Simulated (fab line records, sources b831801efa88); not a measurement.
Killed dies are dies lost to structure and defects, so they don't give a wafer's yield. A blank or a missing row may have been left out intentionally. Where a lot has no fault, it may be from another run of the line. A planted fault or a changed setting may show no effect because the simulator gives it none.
Comparing a struck lot with a sound one	flow sky130	15 steps out of a route of 708
Sound: these wafers, L762.3, L762.4, L762.6. Struck: wafers L757.2, L757.4, L757.6. Last of all comes the cause.
Order at every step that has rows: each side's tool, ch and its chambers, its first start. Under that, the readings that differ: sound wafers	struck wafers	difference of the means	sigmas: that difference in standard deviations of wafers without a fault.
alike: a reading whose means differ by less than 2 such deviations, as well as words and numbers matching on both sides. not compared: withheld readings; readings where some wafer has no value; bounds like >300 that might hide an equal value; numbers whose values overlap and for which the record gives no deviation.
A row with sigmas, a row that says differs or no value, or rows on one side alone: a step with any of these is where the two part. When numbers do not overlap yet have no deviation, they are printed without sigmas and do not part them. A reading missing from all wafers of one side parts the sides only when that side holds two or more wafers.

SKY_LDD_HVP_TW_MEAS_10:
  struck on filmMetro-03, day 26 16:01; sound on filmMetro-03, day 28 13:53
  alike: LDD_HVP_TW
then, 7 steps without rows for these wafers: SKY_LDD_LDN_DEHYDRATE_00 (time 60 s); SKY_LDD_LDN_HMDS_01 (prime time 60 s); SKY_LDD_LDN_COAT_02 (resist thk 1140 nm); SKY_LDD_LDN_SOFTBAKE_03 (time 60 s); SKY_LDD_LDN_EXPOSE_04 (exposes mask LDNTM, target cd 700 nm); SKY_LDD_LDN_PEB_05; SKY_LDD_LDN_DEVELOP_06 (develop time 60 s).
SKY_LDD_LDN_OVL_MEAS_07:
  struck on overlay-01, day 27 20:22; sound on overlay-02, day 29 17:44
reading	sound	struck	difference	sigmas
LDD_LDN_OVL (nm)	0.7 1.6 2.5	-0.6 -0.9 -1.6	-2.6	-2
then, 3 steps without rows for these wafers: SKY_LDD_LDN_IMPLANT_08; SKY_LDD_LDN_IMPLANT_09; SKY_LDD_LDN_IMPLANT_10.
SKY_LDD_LDN_IMPLANT_11:
  sound on implanter-01 ch 0, day 29 18:16; struck on implanter-02 ch 0, day 27 20:53
reading	sound	struck	difference	sigmas
beamEnergyKeV	14.995 14.994 14.993	16.996 16.998 16.995	+2.002	+99 or more
model.implant.rpNm (nm)	12.79 12.79 12.79	14.26 14.26 14.26	+1.47	
model.implant.drpNm (nm)	5.933 5.933 5.933	6.451 6.451 6.451	+0.518	
SKY_LDD_LDN_STRIP_12: strips in O2/N2.
  sound on plasmaAsher-01 ch 0,1, day 29 18:24; struck on plasmaAsher-01 ch 0,1, day 27 21:00
  alike: drypumpMotorCurrentA, oesProductAu, stripTimeToEndpointS
  not compared: rfHoursCounterH
-- the record jumps here: 21 days lie between the struck wafers' starts before and after (it left off in module LDD_LDN and takes up again in module PAD_OPEN, whose first step shown is number 708 of the route) --
SKY_PAD_OPEN_PROBE_99:
  struck on prober-02, day 49 02:51; sound on prober-01, day 50 09:29
reading	sound	struck	difference	sigmas
model.etest.tipSonos.rsOhmSq	2725 2684 2693	2491 2504 2528	-193	
  alike: killed_at_M0_to_M3, killed_at_M4_up, killedAtContacts, killedAtFrontEnd, killedAtOther, killedDies, killedOpen, killedShort

WHERE THEY PART
Last at SKY_LDD_LDN_IMPLANT_11 as far as this record goes, first at SKY_LDD_LDN_OVL_MEAS_07. Later steps at which nothing parts them and some readings are alike: SKY_LDD_LDN_STRIP_12, SKY_PAD_OPEN_PROBE_99.

WHY: the cause the simulator had injected
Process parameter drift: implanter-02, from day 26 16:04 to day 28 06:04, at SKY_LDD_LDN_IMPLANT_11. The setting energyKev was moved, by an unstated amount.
